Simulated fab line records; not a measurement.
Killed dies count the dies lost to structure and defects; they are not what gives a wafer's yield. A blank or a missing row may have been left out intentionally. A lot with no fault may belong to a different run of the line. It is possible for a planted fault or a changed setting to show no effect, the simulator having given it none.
fab line records -- flow gf180mcu
[record] lots = 13, wafers = 36, last_day = 34
route steps=602 shown VT_IMPLANT@135 POLY_GATE@168 M1@326 V3@432
lots that met no fault: taken from a fault-free run of the same line
start_h: hours from the record's opening day to when the first of the lot's shown wafers began -- wait_h: hours elapsed since this lot's preceding step -- " same as the row above -- L1.1+2: several wafers, shown together as one row -- - either no value or no given start -- * or withheld: withheld -- < > ~ a bound
route shown NAME@n: names a module that has steps shown in the file, with the first one's number in the route -- usual: average and standard deviation across the fault-free wafers -- same: alike in all rows -- chamber/n: place in a boat -- sites: each site's reading -- _std_site: the standard deviation of these -- _edge_site: inner sites' mean taken away from outer sites' mean -- radius_mm: how far each site lies from the wafer's centre -- mask NAME#n: copy n -- behind: the tool/chamber that last shaped the wafer -- hold: cause of the lot's hold/its duration in hours/its outcome -- device: names the non-switching transistor (n, p or np) -- end of line: tests of these same wafers at the route's end -- for a step that has no rows: nothing shown but its recipe -- killed: the dies lost at the first sort to structure and to defects; this is not the yield of the wafer -- map: shows each die of a wafer: x if killed, . if not, _ if none is there
set.NAME: the setting as run; set.NAME@STEP: as run at that earlier step -- model.NAME: the simulator's own value behind a step, which no gauge read
route steps across a sampled set of lots; one table per step, one row per wafer
services: when a tool's chamber went out of use (start_h, in hours from the record's first day, below 0 if earlier), for how many hours, and the reason
[[steps]]
[step GF_VT_IMPLANT_RTA_45]
[recipe] temp_c = 1050, time_s = 30, ambient = N2
[usual] lamp_power_pct = 37/3.1, wafer_temp_C_max = 1054.3/0.98
lot.wafer,tool,chamber,start_h,wait_h,lamp_power_pct,wafer_temp_C_max
L772.1,rtp_anneal-02,0,157.96,0.0,33,1055.3
L772.4,rtp_anneal-02,0,157.96,0.0,33,1055.3
L772.6,rtp_anneal-02,0,157.96,0.0,33,1054.7
L773.3,rtp_anneal-01,0,166.20,0.0,40,1052.8
L773.5,rtp_anneal-01,0,166.20,0.0,40,1052.7
L773.6,rtp_anneal-01,0,166.20,0.0,40,1052.8
L774.1,rtp_anneal-01,0,173.01,0.0,40,1055.0
L774.2,rtp_anneal-01,0,173.01,0.0,40,1055.8
L774.3,rtp_anneal-01,0,173.01,0.0,40,1053.8
L775.1,rtp_anneal-01,0,175.16,0.0,40,1053.3
L775.2,rtp_anneal-01,0,175.16,0.0,40,1052.7
L775.3,rtp_anneal-01,0,175.16,0.0,40,1053.7
L776.1,rtp_anneal-01,0,183.41,0.0,40,1053.3
L776.3,rtp_anneal-01,0,183.41,0.0,40,1052.5
L776.5,rtp_anneal-01,0,183.41,0.0,40,1055.3
L777.1,rtp_anneal-02,0,192.42,0.0,34,1054.9
L777.5,rtp_anneal-02,0,192.42,0.0,33,1056.7
L777.6,rtp_anneal-02,0,192.42,0.0,33,1053.9
L778.3,rtp_anneal-01,0,195.70,0.0,40,1053.7
L778.4,rtp_anneal-01,0,195.70,0.0,40,1052.4
L778.6,rtp_anneal-01,0,195.70,0.0,40,1054.1
L779.1,rtp_anneal-01,0,202.26,0.0,40,1055.1
L779.4,rtp_anneal-01,0,202.26,0.0,40,1054.4
L779.6,rtp_anneal-01,0,202.26,0.0,40,1054.7
L786.1,rtp_anneal-02,0,251.31,0.0,33,1055.4
L786.3,rtp_anneal-02,0,251.31,0.0,33,1052.8
L787.1,rtp_anneal-02,0,258.01,0.0,33,1053.7
L787.2,rtp_anneal-02,0,258.01,0.0,33,1055.9
L788.2,rtp_anneal-01,0,264.33,0.0,40,1054.3
L788.3,rtp_anneal-01,0,264.33,0.0,40,1054.1
L789.2,rtp_anneal-01,0,270.38,0.0,40,1053.5
L789.4,rtp_anneal-01,0,270.38,0.0,40,1054.7
L789.6,rtp_anneal-01,0,270.38,0.0,40,1054.2
L795.3,rtp_anneal-01,0,310.04,0.0,40,1054.1
L795.4,rtp_anneal-01,0,310.04,0.0,40,1054.1
L795.6,rtp_anneal-01,0,310.04,0.0,40,1055.4
[step GF_POLY_GATE_OVL_MEAS_11]
[usual] POLY_GATE_OVL = 2/5.9
lot.wafer,tool,chamber,start_h,wait_h,POLY_GATE_OVL[nm]
L772.1,overlay-02,-,198.08,0.1,3
L772.4,overlay-02,-,198.08,0.1,3
L772.6,overlay-02,-,198.08,0.1,0
L773.3,overlay-02,-,203.65,0.1,-7
L773.5,overlay-02,-,203.65,0.1,-9
L773.6,overlay-02,-,203.65,0.1,4
L774.1,overlay-02,-,211.58,0.1,5
L774.2,overlay-02,-,211.58,0.1,14
L774.3,overlay-02,-,211.58,0.1,4
L775.1,overlay-02,-,214.43,0.1,7
L775.2,overlay-02,-,214.43,0.1,1
L775.3,overlay-02,-,214.43,0.1,7
L776.1,overlay-01,-,225.08,0.1,-6
L776.3,overlay-01,-,225.08,0.1,-8
L776.5,overlay-01,-,225.08,0.1,-5
L777.1,overlay-01,-,233.88,0.1,-1
L777.5,overlay-01,-,233.88,0.1,-8
L777.6,overlay-01,-,233.88,0.1,-13
L778.3,overlay-02,-,236.40,0.1,0
L778.4,overlay-02,-,236.40,0.1,-2
L778.6,overlay-02,-,236.40,0.1,-16
L779.1,overlay-02,-,243.19,0.1,-8
L779.4,overlay-02,-,243.19,0.1,-12
L779.6,overlay-02,-,243.19,0.1,-6
L786.1,overlay-01,-,296.18,0.1,2
L786.3,overlay-01,-,296.18,0.1,-1
L787.1,overlay-02,-,302.28,0.1,3
L787.2,overlay-02,-,302.28,0.1,-11
L788.2,overlay-02,-,310.09,0.1,12
L788.3,overlay-02,-,310.09,0.1,1
L789.2,overlay-02,-,316.49,0.1,2
L789.4,overlay-02,-,316.49,0.1,2
L789.6,overlay-02,-,316.49,0.1,3
L795.3,overlay-01,-,362.24,0.1,2
L795.4,overlay-01,-,362.24,0.1,-1
L795.6,overlay-01,-,362.24,0.1,6
[step GF_M1_EXPOSE_11]
[recipe] mask_id = Metal1, target_cd_nm = 230, na = 0.68, source_shape = conventional, sigma_outer = 0.6, dose_mj = 28
[usual] focus_offset_nm = -0.1/0.56
lot.wafer,tool,chamber,start_h,wait_h,mask,focus_offset_nm
L772.1,krf_scanner-02,0,373.84,-,Metal1#0,-0.7
L772.4,krf_scanner-02,0,373.84,-,Metal1#0,-0.9
L772.6,krf_scanner-02,0,373.84,-,Metal1#0,-0.6
L773.3,krf_scanner-02,0,385.80,-,Metal1#0,-0.2
L773.5,krf_scanner-02,0,385.80,-,Metal1#0,0.5
L773.6,krf_scanner-02,0,385.80,-,Metal1#0,0.0
L774.1,krf_scanner-01,0,394.09,-,Metal1#0,-0.2
L774.2,krf_scanner-01,0,394.09,-,Metal1#0,0.1
L774.3,krf_scanner-01,0,394.09,-,Metal1#0,-0.4
L775.1,krf_scanner-01,0,401.76,-,Metal1#0,-0.2
L775.2,krf_scanner-01,0,401.76,-,Metal1#0,0.1
L775.3,krf_scanner-01,0,401.76,-,Metal1#0,-0.5
L776.1,krf_scanner-01,0,413.46,-,Metal1#0,-1.2
L776.3,krf_scanner-01,0,413.46,-,Metal1#0,-0.7
L776.5,krf_scanner-01,0,413.46,-,Metal1#0,-1.3
L777.1,krf_scanner-02,0,422.44,-,Metal1#0,0.3
L777.5,krf_scanner-02,0,422.44,-,Metal1#0,0.4
L777.6,krf_scanner-02,0,422.44,-,Metal1#0,0.4
L778.3,krf_scanner-01,0,425.63,-,Metal1#0,0.0
L778.4,krf_scanner-01,0,425.63,-,Metal1#0,0.9
L778.6,krf_scanner-01,0,425.63,-,Metal1#0,0.1
L779.1,krf_scanner-01,0,435.01,-,Metal1#0,-0.4
L779.4,krf_scanner-01,0,435.01,-,Metal1#0,-0.2
L779.6,krf_scanner-01,0,435.01,-,Metal1#0,0.0
L786.1,krf_scanner-01,0,500.54,-,Metal1#0,0.0
L786.3,krf_scanner-01,0,500.54,-,Metal1#0,0.1
L787.1,krf_scanner-01,0,505.96,-,Metal1#0,0.8
L787.2,krf_scanner-01,0,505.96,-,Metal1#0,-0.4
L788.2,krf_scanner-01,0,514.48,-,Metal1#0,0.4
L788.3,krf_scanner-01,0,514.48,-,Metal1#0,0.1
L789.2,krf_scanner-02,0,520.25,-,Metal1#0,-0.3
L789.4,krf_scanner-02,0,520.25,-,Metal1#0,-0.6
L789.6,krf_scanner-02,0,520.25,-,Metal1#0,-1.3
L795.3,krf_scanner-02,0,571.32,-,Metal1#0,-0.9
L795.4,krf_scanner-02,0,571.32,-,Metal1#0,0.2
L795.6,krf_scanner-02,0,571.32,-,Metal1#0,0.2
[step GF_M1_CD_MEAS_14]
[recipe] target_cd_nm = 230
[usual] cd_nm = 230.0/1.2
lot.wafer,tool,chamber,start_h,wait_h,cd_nm
L772.1,cd_sem-02,-,384.81,0.1,229.0
L772.4,cd_sem-02,-,384.81,0.1,228.6
L772.6,cd_sem-02,-,384.81,0.1,228.5
L773.3,cd_sem-02,-,397.00,0.1,229.0
L773.5,cd_sem-02,-,397.00,0.1,229.8
L773.6,cd_sem-02,-,397.00,0.1,228.5
L774.1,cd_sem-02,-,404.96,0.1,229.9
L774.2,cd_sem-02,-,404.96,0.1,230.4
L774.3,cd_sem-02,-,404.96,0.1,230.6
L775.1,cd_sem-01,-,413.36,0.1,229.9
L775.2,cd_sem-01,-,413.36,0.1,229.6
L775.3,cd_sem-01,-,413.36,0.1,230.8
L776.1,cd_sem-01,-,424.51,0.1,232.4
L776.3,cd_sem-01,-,424.51,0.1,233.0
L776.5,cd_sem-01,-,424.51,0.1,231.6
L777.1,cd_sem-01,-,434.41,0.1,229.6
L777.5,cd_sem-01,-,434.41,0.1,227.6
L777.6,cd_sem-01,-,434.41,0.1,229.5
L778.3,cd_sem-01,-,437.75,0.1,230.0
L778.4,cd_sem-01,-,437.75,0.1,229.4
L778.6,cd_sem-01,-,437.75,0.1,229.7
L779.1,cd_sem-01,-,447.11,0.1,229.4
L779.4,cd_sem-01,-,447.11,0.1,230.8
L779.6,cd_sem-01,-,447.11,0.1,229.9
L786.1,cd_sem-01,-,511.96,0.1,229.5
L786.3,cd_sem-01,-,511.96,0.1,211.9
L787.1,cd_sem-02,-,517.41,0.1,228.5
L787.2,cd_sem-02,-,517.41,0.1,210.2
L788.2,cd_sem-02,-,525.38,0.1,213.2
L788.3,cd_sem-02,-,525.38,0.1,211.6
L789.2,cd_sem-02,-,531.28,0.1,230.7
L789.4,cd_sem-02,-,531.28,0.1,230.6
L789.6,cd_sem-02,-,531.28,0.1,230.4
L795.3,cd_sem-01,-,582.65,0.1,230.0
L795.4,cd_sem-01,-,582.65,0.1,229.9
L795.6,cd_sem-01,-,582.65,0.1,230.6
[step GF_V3_THK_MEAS_03]
[recipe] reads = SiO2_of_V3_CVD_02
[usual] V3_CVD_02_THK = 849/9.6
lot.wafer,tool,chamber,start_h,wait_h,V3_CVD_02_THK[nm]
L772.1,film_metro-03,-,487.58,0.0,836
L772.4,film_metro-03,-,487.58,0.0,854
L772.6,film_metro-03,-,487.58,0.0,860
L773.3,film_metro-02,-,499.52,0.1,856
L773.5,film_metro-02,-,499.52,0.1,864
L773.6,film_metro-02,-,499.52,0.1,867
L774.1,film_metro-01,-,507.24,0.0,840
L774.2,film_metro-01,-,507.24,0.0,842
L774.3,film_metro-01,-,507.24,0.0,840
L775.1,film_metro-02,-,516.18,0.0,848
L775.2,film_metro-02,-,516.18,0.0,844
L775.3,film_metro-02,-,516.18,0.0,845
L776.1,film_metro-03,-,527.51,0.0,846
L776.3,film_metro-03,-,527.51,0.0,834
L776.5,film_metro-03,-,527.51,0.0,856
L777.1,film_metro-01,-,535.39,0.0,839
L777.5,film_metro-01,-,535.39,0.0,843
L777.6,film_metro-01,-,535.39,0.0,845
L778.3,film_metro-03,-,539.80,0.1,853
L778.4,film_metro-03,-,539.80,0.1,868
L778.6,film_metro-03,-,539.80,0.1,864
L779.1,film_metro-02,-,549.08,0.0,842
L779.4,film_metro-02,-,549.08,0.0,859
L779.6,film_metro-02,-,549.08,0.0,852
L786.1,film_metro-01,-,608.04,0.0,840
L786.3,film_metro-01,-,608.04,0.0,839
L787.1,film_metro-02,-,613.88,0.0,841
L787.2,film_metro-02,-,613.88,0.0,840
L788.2,film_metro-01,-,619.80,0.0,847
L788.3,film_metro-01,-,619.80,0.0,839
L789.2,film_metro-02,-,625.05,0.0,844
L789.4,film_metro-02,-,625.05,0.0,845
L789.6,film_metro-02,-,625.05,0.0,839
L795.3,film_metro-01,-,669.46,0.1,858
L795.4,film_metro-01,-,669.46,0.1,852
L795.6,film_metro-01,-,669.46,0.1,859
[[services]]
tool,chamber,start_h,hours,kind
krf_scanner-01,-,143.00,0.8,pm
krf_scanner-02,-,156.29,0.7,repair
krf_scanner-02,-,192.42,1.0,pm
krf_scanner-01,-,200.64,0.8,repair
krf_scanner-02,-,209.27,0.8,pm
krf_scanner-01,-,215.71,3.6,pm
krf_scanner-02,-,221.45,1.1,repair
krf_scanner-01,-,222.67,1.0,pm
krf_scanner-01,-,244.89,1.3,pm
krf_scanner-02,-,269.58,1.3,pm
krf_scanner-01,-,311.80,0.8,pm
krf_scanner-02,-,327.84,0.6,repair
krf_scanner-01,-,356.79,2.0,repair
krf_scanner-02,-,361.42,1.0,pm
krf_scanner-01,-,374.73,1.6,repair
krf_scanner-02,-,378.13,0.8,pm
krf_scanner-01,-,388.08,2.1,repair
krf_scanner-01,-,391.67,1.0,pm
krf_scanner-02,-,411.66,4.5,repair
krf_scanner-01,-,420.79,1.3,pm
krf_scanner-01,-,432.90,0.4,repair
krf_scanner-01,-,437.32,2.8,repair
krf_scanner-01,-,480.60,0.8,pm
krf_scanner-01,-,560.67,1.0,pm
[[key]]
[first_sign] step = GF_M1_CD_MEAS_14, reading = cd_nm, direction = down, sigmas = 15, usual = 230.0, struck = 211.7
effect none on later readings
met_at GF_M1_EXPOSE_11
struck_lots L786,L787,L788
struck_wafers L786.3,L787.2,L788.2,L788.3
not_acting_at GF_VT_IMPLANT_RTA_45,GF_POLY_GATE_OVL_MEAS_11,GF_V3_THK_MEAS_03
onset_between 435.01 500.54
[fault] kind = process_parameter_drift, tool = krf_scanner-01, chamber = -, onset_h = 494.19, steps = GF_M1_EXPOSE_11, channel = focus_nm, offset = 236.63, shape = step, end_h = 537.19, scope = struck_wafers_only
